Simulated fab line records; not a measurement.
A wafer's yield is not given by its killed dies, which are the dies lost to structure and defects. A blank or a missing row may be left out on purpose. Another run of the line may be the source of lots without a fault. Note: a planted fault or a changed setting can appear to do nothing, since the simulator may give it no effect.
8D (eight disciplines) problem report, filled in by code | flow sky130 | the parts of the form that need people (team, actions taken, sign-off) are left out

1. WHAT WENT WRONG
Wafers without a fault read 496.4 W, standard deviation 2; rfFwdPowerW at SKY_METAL4_ETCH_16 reads a mean of 577.1 W on 6 wafers belonging to 2 lots. That is +40 standard deviations from the usual mean.
The step: etches BARC in N2/H2, stops on SiO2, time 88.2 s, target depth 60 nm.
First observed at day 45 03:55: wafer L359.1, on rieMetal-01. Wafers with a number at this step in the record: 36, from 12 lots. The rule behind "out" and "out of limits": a value lying over 4 standard deviations away from the usual mean. Any other wafer with a number is counted as sound.

2. WHAT THIS IS AND IS NOT
question                    | is                     | is not
which readings at this step | rfFwdPowerW            | oesProductAu, throttleValvePct
which lots                  | L359, L363             | L350, L351, L353, L357, L358, L360, L362, L369, L370, L371
which wafers of those lots  | all that have a number | -
read on which tools         | rieMetal-01            | rieMetal-03, rieMetal-04
when                        | from day 45 03:55      | up to then (15 sound wafers); but 15 sound wafers of L360, L362, L369, L370, L371 came after

3. THE SUSPECTS, EACH WITH WHAT RULES IT OUT
Counting: any tool at a process step up to the reading is kept as a suspect provided that every lot that is out went through it and no sound lot did after the first of them.
- cmp-01 at SKY_VIA3_CMP_02 (polishes SiO2): ruled out as a lasting fault. Following L359 (day 42 04:56), the first lot on it that is out, the sound lots L360, L370, L371 were run on it.
- rieMetal-01 at SKY_METAL4_ETCH_16 (etches BARC in N2/H2, stops on SiO2, time 88.2 s, target depth 60 nm): kept. It processed each lot that is out, first L359 at day 45 03:55, and no sound lot thereafter; up to then, the last sound lot it processed was L358 at day 45 01:13. On those wafers its own readings are out: rfFwdPowerW.
The count leaves rieMetal-01 at SKY_METAL4_ETCH_16.

4. THE CAUSE (what the simulator had put in)
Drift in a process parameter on rieMetal-01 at SKY_METAL4_ETCH_16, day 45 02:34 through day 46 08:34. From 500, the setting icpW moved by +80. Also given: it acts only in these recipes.
After counting, this tool was the only one left.

5. THE EFFECT CHAIN, in route order
Each row: a reading whose mean over the struck wafers that have a number lies more than 3 standard deviations from the usual. Only readings whose record carries a usual standard deviation are examined. hours: median over the lots of the time between each lot's start at the first step of this table that gives one and its start at this step. sigmas: the change, counted in usual standard deviations.
hours | step               | reading     | usual   | on struck wafers | change | sigmas
0     | SKY_METAL4_ETCH_16 | rfFwdPowerW | 496.4 W | 577.1            | +80.7  | +40
Here are the process steps it includes:
- SKY_METAL4_ETCH_16: etches BARC in N2/H2, stops on SiO2, time 88.2 s, target depth 60 nm.

6. WHAT WOULD HAVE CAUGHT IT SOONER
In this record the first reading out of limits was taken at day 45 03:55, 1 hour after the fault began at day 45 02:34.
